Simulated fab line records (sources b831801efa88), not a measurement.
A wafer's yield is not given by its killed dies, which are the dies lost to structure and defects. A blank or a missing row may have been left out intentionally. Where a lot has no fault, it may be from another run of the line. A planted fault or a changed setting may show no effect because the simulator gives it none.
Which tool was responsible?	flow sfq line	7 lots, 20 wafers sampled, at 1 step of a route of 325

## WHAT THE GAUGES READ, wafer by wafer
SFQ_I0_BOW_MEAS_907.
lot	measured	on	I0_BOW (um)
L823	day 12 18:06	film metro-01	4 -5 5
L825	day 13 12:04	film metro-02	14 2 11
L827	day 13 15:01	film metro-02	8 2 4
L830	day 13 18:06	film metro-01	11 12 14
L832	day 14 00:02	film metro-02	1 -3 -5
L837	day 14 06:06	film metro-01	4 -6 8
L841	day 14 15:02	film metro-03	-7 1

## WHICH TOOL RAN EACH LOT (tool, then ch and the chambers of the sampled wafers, then the start)
There is no process step in the record ahead of these readings.

## THE ANSWER, worked out from the rows above alone
Rule: the lots themselves supply what counts as usual. The widest of any qualifying gaps counts: lots, ordered by their means at a reading, are off when they make up no more than a third of the lots, leave a main group of 4 or more, and stand apart from it by 3 or more times the standard deviation of that group's means. A main group is skipped when, at the precision printed for the reading in the tables above, its means are all equal. A lot without any number at a reading at which 4 lots or more have one is off too. All remaining lots with rows at the step are treated as sound.
No lot is off on any of the readings shown, so nothing can be concluded from this.

## WHAT HAD BEEN PUT IN BY THE SIMULATOR
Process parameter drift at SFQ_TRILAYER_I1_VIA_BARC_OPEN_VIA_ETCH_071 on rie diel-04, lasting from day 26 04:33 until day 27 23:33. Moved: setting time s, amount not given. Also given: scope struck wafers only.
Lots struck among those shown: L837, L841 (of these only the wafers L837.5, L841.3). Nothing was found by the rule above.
